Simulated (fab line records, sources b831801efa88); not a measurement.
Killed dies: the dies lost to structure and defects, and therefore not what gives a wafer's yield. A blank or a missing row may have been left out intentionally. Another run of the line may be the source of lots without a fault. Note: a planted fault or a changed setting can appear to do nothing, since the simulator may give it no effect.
fab line records	flow gf180mcu	part 1 of 2: steps 1 to 27 of 39
[record] lots = 5	wafers = 15	last-day = 33
route steps=602 shown VT_IMPLANT@105 MVSD@136 NWELL@137 LVPWELL@138 MVPSD@139 DUAL_GATE@141
lots that met no fault: taken from a fault-free run of the same line
start-h: the number of hours between the record's first day and the start of the first shown wafer of the lot	wait-h: hours elapsed since this lot's preceding step	" as in the row above	L1.1+2: several wafers, shown together as one row	- no value, or no start given	* or withheld: withheld	< > ~ a bound
route shown NAME@n: a module of which the file shows steps, and the number in the route of the first	usual: the fault-free wafers' mean and standard deviation	same: alike in all rows	chamber/n: place in a boat	sites: readings site by site	_std_site: the standard deviation of these	_edge_site: outer sites' mean less inner sites'	radius-mm: for every site, how far away it sits from the centre of the wafer	mask NAME#n: copy n	behind: tool/chamber where the wafer was last shaped	hold: why the lot was held/for how many hours/how that ended	device: which transistor (n, p or np) failed to switch	end of line: the route-end tests of the same wafers	step lacking rows: just its recipe	killed: dies that structure and defects cost at the first sort, which is not the same as the wafer's yield	map: dies across one wafer; x = killed, . = not, _ = none there
set.NAME: setting as actually run; set.NAME@STEP: the setting as run at that earlier step	model.NAME: the simulator's own value behind a step, which no gauge read
certain route steps with their lots: each step a table, each wafer a row
services: a tool's chamber out of use, with start hour (start-h, from the record's first day; less than 0 if before it), hours out, and reason
[[steps]]
[step GF_VT_IMPLANT_EXPOSE_15]
[recipe] mask-id = Nwell_LV_AREA	target-cd-nm = 860	na = 0.6	source-shape = conventional	sigma-outer = 0.6	dose-mj = 140
[usual] exposure-dose-mJ-cm2 = 139.98/0.14
lot.wafer	tool	chamber	start-h	wait-h	mask	exposure-dose-mJ-cm2
L074.3	iline-stepper-02	0	-	-	Nwell_LV_AREA#0	140.33
L074.4	"	0	"	"	Nwell_LV_AREA#0	140.10
L074.6	"	0	"	"	Nwell_LV_AREA#0	140.05
L079.1	iline-stepper-02	0	-	-	Nwell_LV_AREA#0	140.08
L079.2	"	0	"	"	Nwell_LV_AREA#0	139.96
L079.5	"	0	"	"	Nwell_LV_AREA#0	139.98
L088.1	iline-stepper-02	0	-	-	Nwell_LV_AREA#0	139.88
L088.4	"	0	"	"	Nwell_LV_AREA#0	140.00
L088.6	"	0	"	"	Nwell_LV_AREA#0	139.64
L089.2	iline-stepper-02	0	-	-	Nwell_LV_AREA#0	140.16
L089.3	"	0	"	"	Nwell_LV_AREA#0	140.07
L089.6	"	0	"	"	Nwell_LV_AREA#0	139.82
L092.2	iline-stepper-01	0	-	-	Nwell_LV_AREA#0	139.99
L092.4	"	0	"	"	Nwell_LV_AREA#0	140.03
L092.6	"	0	"	"	Nwell_LV_AREA#0	139.89
[step GF_VT_IMPLANT_PEB_16]
[recipe] temp-c = withheld	time-s = *	resist = NOVOLAK
lot.wafer	tool	chamber	start-h	wait-h
L074.3+4+6	litho-track-02	0	-	-
L079.1+2+5	litho-track-03	0	-	-
L088.1+4+6	litho-track-03	0	-	-
L089.2+3+6	litho-track-01	0	-	-
L092.2+4+6	litho-track-01	0	-	-
[step GF_VT_IMPLANT_DEVELOP_17]
[recipe] develop-time-s = 60	dev-temp-c = 23
[same] develop-time-s = 60
lot.wafer	tool	chamber	start-h	wait-h
L074.3+4+6	litho-track-02	0	125.34	0.1
L079.1+2+5	litho-track-03	0	160.60	0.1
L088.1+4+6	litho-track-03	0	214.84	0.1
L089.2+3+6	litho-track-01	0	221.16	0.1
L092.2+4+6	litho-track-01	0	239.91	0.1
[step GF_VT_IMPLANT_OVL_MEAS_18]
[usual] VT_IMPLANT_01_OVL = -0.9/1.2
lot.wafer	tool	chamber	start-h	wait-h	VT_IMPLANT_01_OVL[nm]
L074.3	overlay-02	-	125.45	0.1	1.8
L074.4	"	-	"	"	0.2
L074.6	"	-	"	"	0.0
L079.1	overlay-02	-	160.75	0.1	-0.1
L079.2	"	-	"	"	-0.5
L079.5	"	-	"	"	0.1
L088.1	overlay-01	-	214.99	0.1	-1.1
L088.4	"	-	"	"	-2.8
L088.6	"	-	"	"	-1.1
L089.2	overlay-01	-	221.29	0.1	1.3
L089.3	"	-	"	"	1.3
L089.6	"	-	"	"	2.0
L092.2	overlay-02	-	240.04	0.1	-2.4
L092.4	"	-	"	"	-1.2
L092.6	"	-	"	"	-3.0
[step GF_VT_IMPLANT_IMPLANT_19]
[recipe] species = As	energy-kev = 100	dose-cm2 = 4.35e+12	tilt-deg = 7
[usual] dose-ions-cm2 = 4.35e+12/5.4e+09
lot.wafer	tool	chamber	start-h	wait-h	dose-ions-cm2
L074.3	implanter-01	0	125.53	0.1	4.352e+12
L074.4	"	0	"	"	4.348e+12
L074.6	"	0	"	"	4.36e+12
L079.1	implanter-04	0	160.78	0.0	4.353e+12
L079.2	"	0	"	"	4.358e+12
L079.5	"	0	"	"	4.356e+12
L088.1	implanter-02	0	215.03	0.0	4.35e+12
L088.4	"	0	"	"	4.354e+12
L088.6	"	0	"	"	4.353e+12
L089.2	implanter-01	0	221.35	0.0	4.355e+12
L089.3	"	0	"	"	4.349e+12
L089.6	"	0	"	"	4.35e+12
L092.2	implanter-02	0	240.10	0.0	4.353e+12
L092.4	"	0	"	"	4.347e+12
L092.6	"	0	"	"	4.356e+12
[step GF_VT_IMPLANT_STRIP_20]
[recipe] chemistry = O2/N2	power-w = 1400	pressure-mtorr = 1500	platen-temp-c = 250	o2-flow-sccm = 3000	n2-flow-sccm = 300	overash-fraction = 0.5
[usual] drypump-motor-current-A = 5.9/0.46	heater-power-w = 320/55	oes-product-au = 0.716/0.0043	strip-time-to-endpoint-s = 12.64/0.036
lot.wafer	tool	chamber	start-h	wait-h	drypump-motor-current-A	heater-power-w	oes-product-au	rf-hours-counter-h	strip-time-to-endpoint-s
L074.3	plasma-asher-04	0	125.66	0.1	6.3	303	0.714	-	12.67
L074.4	"	1	"	"	5.3	320	0.719	-	12.60
L074.6	"	1	"	"	5.3	318	0.723	-	12.61
L079.1	plasma-asher-02	0	160.93	0.1	5.3	439	0.712	52	12.66
L079.2	"	1	"	"	5.9	274	0.717	52	12.62
L079.5	"	0	"	"	5.3	416	0.723	-	12.59
L088.1	plasma-asher-03	1	215.18	0.1	6.5	372	0.719	56	12.67
L088.4	"	0	"	"	6.3	246	0.724	-	12.63
L088.6	"	0	"	"	6.2	250	0.717	-	12.67
L089.2	plasma-asher-03	1	221.47	0.1	6.5	364	0.715	56	12.60
L089.3	"	1	"	"	6.5	361	0.715	-	12.64
L089.6	"	0	"	"	6.3	253	0.718	-	12.64
L092.2	plasma-asher-04	1	240.22	0.1	5.3	312	0.712	45	12.65
L092.4	"	1	"	"	5.3	322	0.707	-	12.68
L092.6	"	0	"	"	6.3	302	0.712	-	12.67
[step GF_VT_IMPLANT_TW_MEAS_21]
[usual] VT_IMPLANT_2_TW = 1206/12
lot.wafer	tool	chamber	start-h	wait-h	VT_IMPLANT_2_TW
L074.3	film-metro-04	-	125.75	0.1	1202
L074.4	"	-	"	"	1203
L074.6	"	-	"	"	1194
L079.1	film-metro-01	-	161.03	0.1	1222
L079.2	"	-	"	"	1226
L079.5	"	-	"	"	1218
L088.1	film-metro-03	-	215.28	0.1	1201
L088.4	"	-	"	"	1195
L088.6	"	-	"	"	1198
L089.2	film-metro-01	-	221.58	0.1	1228
L089.3	"	-	"	"	1217
L089.6	"	-	"	"	1225
L092.2	film-metro-04	-	240.33	0.1	1207
L092.4	"	-	"	"	1204
L092.6	"	-	"	"	1206
[step GF_VT_IMPLANT_DEHYDRATE_22]
[recipe] temp-c = 200	time-s = 60
[usual] heater-power-total-W = 160.36/0.13
lot.wafer	tool	chamber	start-h	wait-h	heater-power-total-W
L074.3	litho-track-02	0	132.54	6.8	160.40
L074.4	"	0	"	"	160.28
L074.6	"	0	"	"	160.38
L079.1	litho-track-03	0	168.35	7.3	160.38
L079.2	"	0	"	"	160.12
L079.5	"	0	"	"	160.48
L088.1	litho-track-01	0	222.84	7.5	160.35
L088.4	"	0	"	"	160.27
L088.6	"	0	"	"	160.58
L089.2	litho-track-03	0	230.22	8.6	160.60
L089.3	"	0	"	"	160.41
L089.6	"	0	"	"	160.27
L092.2	litho-track-01	0	248.76	8.4	160.31
L092.4	"	0	"	"	160.61
L092.6	"	0	"	"	160.24
[step GF_VT_IMPLANT_HMDS_23]
[recipe] prime-time-s = 60	prime-temp-c = 120
lot.wafer	tool	chamber	start-h	wait-h
L074.3+4+6	litho-track-02	0	132.69	0.1
L079.1+2+5	litho-track-03	0	168.50	0.1
L088.1+4+6	litho-track-01	0	222.99	0.1
L089.2+3+6	litho-track-03	0	230.37	0.1
L092.2+4+6	litho-track-01	0	248.91	0.1
[step GF_VT_IMPLANT_COAT_24]
[recipe] resist = NOVOLAK	spin-rpm = 3000	resist-thk-nm = 1000
lot.wafer	tool	chamber	start-h	wait-h
L074.3+4+6	litho-track-02	0	132.84	0.1
L079.1+2+5	litho-track-03	0	168.65	0.1
L088.1+4+6	litho-track-01	0	223.14	0.1
L089.2+3+6	litho-track-03	0	230.52	0.1
L092.2+4+6	litho-track-01	0	249.06	0.1
[step GF_VT_IMPLANT_SOFTBAKE_25]
[recipe] temp-c = 90	time-s = 60	resist = NOVOLAK
[usual] heater-power-total-W = 56.60/0.042
lot.wafer	tool	chamber	start-h	wait-h	heater-power-total-W
L074.3	litho-track-02	0	132.99	0.1	56.63
L074.4	"	0	"	"	56.51
L074.6	"	0	"	"	56.70
L079.1	litho-track-03	0	168.80	0.1	56.54
L079.2	"	0	"	"	56.61
L079.5	"	0	"	"	56.56
L088.1	litho-track-01	0	223.29	0.1	56.54
L088.4	"	0	"	"	56.64
L088.6	"	0	"	"	56.62
L089.2	litho-track-03	0	230.67	0.1	56.65
L089.3	"	0	"	"	56.61
L089.6	"	0	"	"	56.66
L092.2	litho-track-01	0	249.21	0.1	56.54
L092.4	"	0	"	"	56.66
L092.6	"	0	"	"	56.61
[step GF_VT_IMPLANT_EXPOSE_26]
[recipe] mask-id = LVPWELL_HV_AREA	target-cd-nm = 860	na = 0.6	source-shape = conventional	sigma-outer = 0.6	dose-mj = 140
[usual] exposure-dose-mJ-cm2 = 139.98/0.15
lot.wafer	tool	chamber	start-h	wait-h	mask	exposure-dose-mJ-cm2
L074.3	iline-stepper-02	0	-	-	LVPWELL_HV_AREA#0	140.18
L074.4	"	0	"	"	LVPWELL_HV_AREA#0	140.25
L074.6	"	0	"	"	LVPWELL_HV_AREA#0	140.10
L079.1	iline-stepper-02	0	-	-	LVPWELL_HV_AREA#0	139.76
L079.2	"	0	"	"	LVPWELL_HV_AREA#0	139.64
L079.5	"	0	"	"	LVPWELL_HV_AREA#0	139.83
L088.1	iline-stepper-01	0	-	-	LVPWELL_HV_AREA#0	140.16
L088.4	"	0	"	"	LVPWELL_HV_AREA#0	140.20
L088.6	"	0	"	"	LVPWELL_HV_AREA#0	140.19
L089.2	iline-stepper-02	0	-	-	LVPWELL_HV_AREA#0	140.19
L089.3	"	0	"	"	LVPWELL_HV_AREA#0	140.05
L089.6	"	0	"	"	LVPWELL_HV_AREA#0	140.10
L092.2	iline-stepper-01	0	-	-	LVPWELL_HV_AREA#0	139.92
L092.4	"	0	"	"	LVPWELL_HV_AREA#0	140.17
L092.6	"	0	"	"	LVPWELL_HV_AREA#0	139.98
[step GF_VT_IMPLANT_PEB_27]
[recipe] temp-c = withheld	time-s = *	resist = NOVOLAK
lot.wafer	tool	chamber	start-h	wait-h
L074.3+4+6	litho-track-02	0	-	-
L079.1+2+5	litho-track-03	0	-	-
L088.1+4+6	litho-track-02	0	-	-
L089.2+3+6	litho-track-03	0	-	-
L092.2+4+6	litho-track-02	0	-	-
[step GF_VT_IMPLANT_DEVELOP_28]
[recipe] develop-time-s = 60	dev-temp-c = 23
[same] develop-time-s = 60
lot.wafer	tool	chamber	start-h	wait-h
L074.3+4+6	litho-track-02	0	140.44	0.1
L079.1+2+5	litho-track-03	0	176.75	0.1
L088.1+4+6	litho-track-02	0	232.39	0.1
L089.2+3+6	litho-track-03	0	240.02	0.1
L092.2+4+6	litho-track-02	0	258.51	0.1
[step GF_VT_IMPLANT_OVL_MEAS_29]
[usual] VT_IMPLANT_02_OVL = 0.1/1.8
lot.wafer	tool	chamber	start-h	wait-h	VT_IMPLANT_02_OVL[nm]
L074.3	overlay-01	-	140.55	0.1	0.0
L074.4	"	-	"	"	-0.1
L074.6	"	-	"	"	0.3
L079.1	overlay-01	-	176.90	0.1	-1.8
L079.2	"	-	"	"	-1.3
L079.5	"	-	"	"	0.0
L088.1	overlay-01	-	232.54	0.1	-1.2
L088.4	"	-	"	"	-0.6
L088.6	"	-	"	"	-2.1
L089.2	overlay-01	-	240.15	0.1	-0.2
L089.3	"	-	"	"	1.3
L089.6	"	-	"	"	0.0
L092.2	overlay-02	-	258.64	0.1	1.2
L092.4	"	-	"	"	0.0
L092.6	"	-	"	"	-1.5
[step GF_VT_IMPLANT_IMPLANT_30]
[recipe] species = B	energy-kev = 25	dose-cm2 = 2.534e+12	tilt-deg = 7
[usual] dose-ions-cm2 = 2.5343e+12/2.7e+09
lot.wafer	tool	chamber	start-h	wait-h	dose-ions-cm2
L074.3	implanter-04	0	140.63	0.1	2.5361e+12
L074.4	"	0	"	"	2.532e+12
L074.6	"	0	"	"	2.5346e+12
L079.1	implanter-02	0	176.93	0.0	2.5321e+12
L079.2	"	0	"	"	2.5331e+12
L079.5	"	0	"	"	2.535e+12
L088.1	implanter-02	0	232.57	0.0	2.532e+12
L088.4	"	0	"	"	2.5345e+12
L088.6	"	0	"	"	2.5347e+12
L089.2	implanter-01	0	240.21	0.0	2.5344e+12
L089.3	"	0	"	"	2.5327e+12
L089.6	"	0	"	"	2.5399e+12
L092.2	implanter-02	0	258.70	0.0	2.5319e+12
L092.4	"	0	"	"	2.5322e+12
L092.6	"	0	"	"	2.5333e+12
[step GF_VT_IMPLANT_STRIP_31]
[recipe] chemistry = O2/N2	power-w = 1400	pressure-mtorr = 1500	platen-temp-c = 250	o2-flow-sccm = 3000	n2-flow-sccm = 300	overash-fraction = 0.5
[usual] drypump-motor-current-A = 6.1/0.43	heater-power-w = 313/53	oes-product-au = 0.715/0.0046	strip-time-to-endpoint-s = 12.63/0.038
lot.wafer	tool	chamber	start-h	wait-h	drypump-motor-current-A	heater-power-w	oes-product-au	rf-hours-counter-h	strip-time-to-endpoint-s
L074.3	plasma-asher-03	0	140.76	0.1	6.2	256	0.728	-	12.68
L074.4	"	1	"	"	6.5	361	0.712	-	12.66
L074.6	"	0	"	"	6.3	250	0.706	-	12.64
L079.1	plasma-asher-03	0	177.08	0.1	6.2	242	0.723	52	12.63
L079.2	"	1	"	"	6.5	359	0.725	52	12.61
L079.5	"	0	"	"	6.2	248	0.718	-	12.63
L088.1	plasma-asher-03	0	232.72	0.1	6.2	241	0.709	57	12.60
L088.4	"	1	"	"	6.5	367	0.721	-	12.63
L088.6	"	1	"	"	6.5	366	0.713	-	12.61
L089.2	plasma-asher-02	1	240.33	0.1	5.9	267	0.719	60	12.59
L089.3	"	1	"	"	5.9	273	0.717	-	12.58
L089.6	"	1	"	"	5.9	270	0.712	-	12.56
L092.2	plasma-asher-03	0	258.82	0.1	6.2	256	0.719	60	12.64
L092.4	"	1	"	"	6.5	357	0.707	-	12.67
L092.6	"	0	"	"	6.2	251	0.708	-	12.68
[step GF_VT_IMPLANT_TW_MEAS_32]
[usual] VT_IMPLANT_3_TW = 266.5/2.8
lot.wafer	tool	chamber	start-h	wait-h	VT_IMPLANT_3_TW
L074.3	film-metro-03	-	140.85	0.1	262.5
L074.4	"	-	"	"	263.9
L074.6	"	-	"	"	263.7
L079.1	film-metro-03	-	177.18	0.1	265.1
L079.2	"	-	"	"	263.6
L079.5	"	-	"	"	264.9
L088.1	film-metro-04	-	232.82	0.1	264.1
L088.4	"	-	"	"	265.1
L088.6	"	-	"	"	263.7
L089.2	film-metro-03	-	240.44	0.1	264.7
L089.3	"	-	"	"	263.9
L089.6	"	-	"	"	262.9
L092.2	film-metro-01	-	258.93	0.1	271.4
L092.4	"	-	"	"	271.8
L092.6	"	-	"	"	272.8
[step GF_VT_IMPLANT_DEHYDRATE_33]
[recipe] temp-c = 200	time-s = 60
[usual] heater-power-total-W = 160.36/0.14
lot.wafer	tool	chamber	start-h	wait-h	heater-power-total-W
L074.3	litho-track-03	0	147.90	7.0	160.44
L074.4	"	0	"	"	160.30
L074.6	"	0	"	"	160.19
L079.1	litho-track-01	0	184.54	7.3	160.25
L079.2	"	0	"	"	160.44
L079.5	"	0	"	"	160.26
L088.1	litho-track-02	0	240.99	8.2	160.21
L088.4	"	0	"	"	160.28
L088.6	"	0	"	"	160.20
L089.2	litho-track-03	0	249.12	8.7	160.53
L089.3	"	0	"	"	160.18
L089.6	"	0	"	"	160.16
L092.2	litho-track-01	0	267.76	8.8	160.34
L092.4	"	0	"	"	160.29
L092.6	"	0	"	"	160.20
[step GF_VT_IMPLANT_HMDS_34]
[recipe] prime-time-s = 60	prime-temp-c = 120
lot.wafer	tool	chamber	start-h	wait-h
L074.3+4+6	litho-track-03	0	148.05	0.1
L079.1+2+5	litho-track-01	0	184.69	0.1
L088.1+4+6	litho-track-02	0	241.14	0.1
L089.2+3+6	litho-track-03	0	249.27	0.1
L092.2+4+6	litho-track-01	0	267.91	0.1
[step GF_VT_IMPLANT_COAT_35]
[recipe] resist = NOVOLAK	spin-rpm = 3000	resist-thk-nm = 1000
lot.wafer	tool	chamber	start-h	wait-h
L074.3+4+6	litho-track-03	0	148.20	0.1
L079.1+2+5	litho-track-01	0	184.84	0.1
L088.1+4+6	litho-track-02	0	241.29	0.1
L089.2+3+6	litho-track-03	0	249.42	0.1
L092.2+4+6	litho-track-01	0	268.06	0.1
[step GF_VT_IMPLANT_SOFTBAKE_36]
[recipe] temp-c = 90	time-s = 60	resist = NOVOLAK
[usual] heater-power-total-W = 56.60/0.044
lot.wafer	tool	chamber	start-h	wait-h	heater-power-total-W
L074.3	litho-track-03	0	148.35	0.1	56.59
L074.4	"	0	"	"	56.59
L074.6	"	0	"	"	56.61
L079.1	litho-track-01	0	184.99	0.1	56.54
L079.2	"	0	"	"	56.63
L079.5	"	0	"	"	56.54
L088.1	litho-track-02	0	241.44	0.1	56.58
L088.4	"	0	"	"	56.60
L088.6	"	0	"	"	56.63
L089.2	litho-track-03	0	249.57	0.1	56.54
L089.3	"	0	"	"	56.61
L089.6	"	0	"	"	56.60
L092.2	litho-track-01	0	268.21	0.1	56.62
L092.4	"	0	"	"	56.47
L092.6	"	0	"	"	56.62
[step GF_VT_IMPLANT_EXPOSE_37]
[recipe] mask-id = Nwell_HV_AREA	target-cd-nm = 860	na = 0.6	source-shape = conventional	sigma-outer = 0.6	dose-mj = 140
[usual] exposure-dose-mJ-cm2 = 139.97/0.14
lot.wafer	tool	chamber	start-h	wait-h	mask	exposure-dose-mJ-cm2
L074.3	iline-stepper-01	0	-	-	Nwell_HV_AREA#0	140.03
L074.4	"	0	"	"	Nwell_HV_AREA#0	140.11
L074.6	"	0	"	"	Nwell_HV_AREA#0	139.92
L079.1	iline-stepper-02	0	-	-	Nwell_HV_AREA#0	139.97
L079.2	"	0	"	"	Nwell_HV_AREA#0	140.22
L079.5	"	0	"	"	Nwell_HV_AREA#0	140.08
L088.1	iline-stepper-02	0	-	-	Nwell_HV_AREA#0	140.04
L088.4	"	0	"	"	Nwell_HV_AREA#0	139.78
L088.6	"	0	"	"	Nwell_HV_AREA#0	139.97
L089.2	iline-stepper-02	0	-	-	Nwell_HV_AREA#0	139.91
L089.3	"	0	"	"	Nwell_HV_AREA#0	139.84
L089.6	"	0	"	"	Nwell_HV_AREA#0	139.96
L092.2	iline-stepper-01	0	-	-	Nwell_HV_AREA#0	140.04
L092.4	"	0	"	"	Nwell_HV_AREA#0	139.83
L092.6	"	0	"	"	Nwell_HV_AREA#0	140.09
[step GF_VT_IMPLANT_PEB_38]
[recipe] temp-c = withheld	time-s = *	resist = NOVOLAK
lot.wafer	tool	chamber	start-h	wait-h
L074.3+4+6	litho-track-03	0	-	-
L079.1+2+5	litho-track-03	0	-	-
L088.1+4+6	litho-track-02	0	-	-
L089.2+3+6	litho-track-03	0	-	-
L092.2+4+6	litho-track-02	0	-	-
[step GF_VT_IMPLANT_DEVELOP_39]
[recipe] develop-time-s = 60	dev-temp-c = 23
[same] develop-time-s = 60
lot.wafer	tool	chamber	start-h	wait-h
L074.3+4+6	litho-track-03	0	155.40	0.1
L079.1+2+5	litho-track-03	0	193.00	0.1
L088.1+4+6	litho-track-02	0	250.59	0.1
L089.2+3+6	litho-track-03	0	258.97	0.1
L092.2+4+6	litho-track-02	0	277.86	0.1
[step GF_VT_IMPLANT_OVL_MEAS_40]
[usual] VT_IMPLANT_03_OVL = -0.6/1.3
lot.wafer	tool	chamber	start-h	wait-h	VT_IMPLANT_03_OVL[nm]
L074.3	overlay-01	-	155.51	0.1	-2.0
L074.4	"	-	"	"	-2.9
L074.6	"	-	"	"	-1.5
L079.1	overlay-02	-	193.15	0.1	1.3
L079.2	"	-	"	"	2.7
L079.5	"	-	"	"	2.6
L088.1	overlay-02	-	250.74	0.1	-2.6
L088.4	"	-	"	"	-0.9
L088.6	"	-	"	"	-1.2
L089.2	overlay-02	-	259.10	0.1	-0.4
L089.3	"	-	"	"	-2.2
L089.6	"	-	"	"	-0.7
L092.2	overlay-02	-	277.99	0.1	-0.5
L092.4	"	-	"	"	-1.3
L092.6	"	-	"	"	-0.9
[step GF_VT_IMPLANT_IMPLANT_41]
[recipe] species = As	energy-kev = 70	dose-cm2 = 1.013e+12	tilt-deg = 7
[usual] dose-ions-cm2 = 1.013e+12/1.1e+09
lot.wafer	tool	chamber	start-h	wait-h	dose-ions-cm2
L074.3	implanter-01	0	155.58	0.1	1.0141e+12
L074.4	"	0	"	"	1.0121e+12
L074.6	"	0	"	"	1.0127e+12
L079.1	implanter-02	0	193.18	0.0	1.0136e+12
L079.2	"	0	"	"	1.0118e+12
L079.5	"	0	"	"	1.0127e+12
L088.1	implanter-04	0	250.77	0.0	1.0129e+12
L088.4	"	0	"	"	1.0125e+12
L088.6	"	0	"	"	1.0126e+12
L089.2	implanter-04	0	259.16	0.0	1.0136e+12
L089.3	"	0	"	"	1.0134e+12
L089.6	"	0	"	"	1.0139e+12
L092.2	implanter-04	0	278.05	0.0	1.0113e+12
L092.4	"	0	"	"	1.0117e+12
L092.6	"	0	"	"	1.0124e+12
